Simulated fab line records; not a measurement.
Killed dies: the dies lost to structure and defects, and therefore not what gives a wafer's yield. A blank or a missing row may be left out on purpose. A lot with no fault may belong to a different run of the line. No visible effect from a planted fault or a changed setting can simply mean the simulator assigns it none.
Which of the tools did it? -- flow gf180mcu -- 14 lots, 42 wafers sampled, at 4 steps of a route of 602

WHAT EACH GAUGE READ, for each wafer
GF_VT_IMPLANT_TW_MEAS_21. Usual: VT_IMPLANT_2_TW typically reads 1214, with standard deviation 20.
lot,measured,on,VT_IMPLANT_2_TW,flag
L626,day 6 05:18,filmMetro-02,1220 1220 1223,
L627,day 6 15:08,filmMetro-03,1232 1232 1229,
L628,day 6 18:40,filmMetro-03,1234 1230 1229,
L629,day 6 23:28,filmMetro-04,1198 1195 1194,
L631,day 7 14:19,filmMetro-04,1182 1183 1185,
L632,day 7 19:34,filmMetro-04,1187 1186 1187,
L633,day 8 03:16,filmMetro-03,1237 1237 1235,
L635,day 8 14:37,filmMetro-02,1229 1224 1223,
L637,day 9 03:19,filmMetro-03,1226 1232 1228,
L640,day 9 23:37,filmMetro-03,1237 1233 1236,
L645,day 11 05:23,filmMetro-04,1191 1196 1193,
L646,day 11 12:32,filmMetro-02,1232 1232 1237,
L647,day 11 20:31,filmMetro-03,1226 1228 1227,
L649,day 12 09:22,filmMetro-03,1226 1233 1227,

GF_VT_IMPLANT_RS_MEAS_49: measurement is done with a four-point probe. Usual: MVPSD_RS typically reads 1168 ohm/sq, with standard deviation 3.7.
lot,measured,on,MVPSD_RS (ohm/sq),flag
L626,day 7 13:43,filmMetro-01,1165 1165 1163,
L627,day 7 22:41,filmMetro-03,1163 1164 1165,
L628,day 8 03:11,filmMetro-02,1166 1167 1168,
L629,day 8 09:02,filmMetro-02,1168 1169 1172,
L631,day 9 00:13,filmMetro-03,1169 1170 1166,
L632,day 9 06:15,filmMetro-01,1160 1164 1165,
L633,day 9 13:56,filmMetro-02,1212 1211 1209,OFF
L635,day 10 01:47,filmMetro-02,1209 1207 1211,OFF
L637,day 10 15:41,filmMetro-01,1174 1170 1171,
L640,day 11 13:17,filmMetro-02,1168 1169 1170,
L645,day 12 20:15,filmMetro-01,1171 1173 1171,
L646,day 13 04:40,filmMetro-01,1166 1166 1164,
L647,day 13 12:26,filmMetro-03,1165 1168 1167,
L649,day 14 02:28,filmMetro-02,1175 1173 1174,

GF_POLY_GATE_CD_MEAS_18. Usual: cdNm at 279.8 nm, with a standard deviation of 1.7.
lot,measured,on,cdNm (nm),flag
L626,day 9 06:02,cdSem-02,279.7 282.9 281.3,
L627,day 9 17:19,cdSem-02,282.3 278.3 277.1,
L628,day 9 21:09,cdSem-02,281.4 282.1 280.0,
L629,day 10 02:17,cdSem-02,277.3 281.9 275.8,
L631,day 10 19:55,cdSem-02,280.8 279.3 278.3,
L632,day 11 02:15,cdSem-02,278.6 282.6 280.4,
L633,day 11 12:51,cdSem-02,279.6 278.6 280.2,
L635,day 11 23:13,cdSem-01,276.8 280.7 279.1,
L637,day 12 12:41,cdSem-01,278.5 280.2 281.4,
L640,day 13 13:08,cdSem-02,278.1 278.3 280.9,
L645,day 14 20:31,cdSem-02,283.5 279.5 282.6,
L646,day 15 04:13,cdSem-02,277.4 281.0 278.6,
L647,day 15 14:35,cdSem-02,276.8 276.7 278.0,
L649,day 16 04:20,cdSem-01,282.5 278.0 278.6,

TOOL THAT RAN EACH LOT (tool first, then ch and the chambers of the sampled wafers, then the start)
lot,GF_MVPSD_IMPLANT_09
L626,"implanter-02 ch 0, day 5 00:31"
L627,"implanter-04 ch 0, day 5 08:55"
L628,"implanter-02 ch 0, day 5 12:26"
L629,"implanter-01 ch 0, day 5 17:11"
L631,"implanter-04 ch 0, day 6 07:10"
L632,"implanter-04 ch 0, day 6 11:58"
L633,"implanter-02 ch 0, day 6 19:13"
L635,"implanter-02 ch 0, day 7 05:32"
L637,"implanter-01 ch 0, day 7 17:53"
L640,"implanter-01 ch 0, day 8 12:37"
L645,"implanter-02 ch 0, day 9 18:14"
L646,"implanter-01 ch 0, day 9 23:13"
L647,"implanter-04 ch 0, day 10 07:10"
L649,"implanter-02 ch 0, day 10 18:55"
- GF_MVPSD_IMPLANT_09

WHAT THE TOOLS THEMSELVES READ (means of the sampled wafers that have a number; where no wafer has one, the mark that the record gives instead)
GF_MVPSD_IMPLANT_09. Usual: beamOnS 9.99 s, standard deviation 0.2; faradayCurrentUA 28.2, standard deviation 0.55; tiltDeg 0.000 degrees, standard deviation 0.02.
lot,tool,beamOnS (s),faradayCurrentUA,tiltDeg (degrees),flag
L626,implanter-02,10.03,28.1,-0.028,
L627,implanter-04,9.86,28.6,-0.017,
L628,implanter-02,9.97,28.2,0.001,
L629,implanter-01,9.82,28.7,-0.013,
L631,implanter-04,10.00,28.2,0.012,
L632,implanter-04,10.10,27.9,0.005,
L633,implanter-02,8.22,34.3,0.002,OFF
L635,implanter-02,8.24,34.2,-0.003,OFF
L637,implanter-01,9.61,29.3,0.002,
L640,implanter-01,9.81,28.7,0.001,
L645,implanter-02,9.84,28.6,0.028,
L646,implanter-01,10.01,28.2,-0.010,
L647,implanter-04,9.84,28.6,0.008,
L649,implanter-02,9.96,28.3,-0.002,

THE ANSWER, worked out from the rows above alone
Rule: a lot counts as off when the mean over its wafers that have a number is more than 3 standard deviations away from the usual mean. A lot without any number at a reading at which 4 lots or more have one is off too. Any other lot the step has rows for is counted as sound. First the gauges in route order, then the tools' own readings, where a lot's mean is used as printed above. The first step at which some lot is off is used, and at that step the reading that is off furthest; a lot without a number counts as furthest.
Off: at GF_VT_IMPLANT_RS_MEAS_49 (MVPSD_RS), L633, L635.
A tool fits if, at a process step before that reading, it ran every lot that is off, and no sound lot after the first of them. Not tried: the gauges at GF_VT_IMPLANT_RS_MEAS_49; whatever is off there is also off at GF_MVPSD_IMPLANT_09, on other tools, and gauge error can't account for it. None of those tried fits.

WHAT HAD BEEN PUT IN BY THE SIMULATOR
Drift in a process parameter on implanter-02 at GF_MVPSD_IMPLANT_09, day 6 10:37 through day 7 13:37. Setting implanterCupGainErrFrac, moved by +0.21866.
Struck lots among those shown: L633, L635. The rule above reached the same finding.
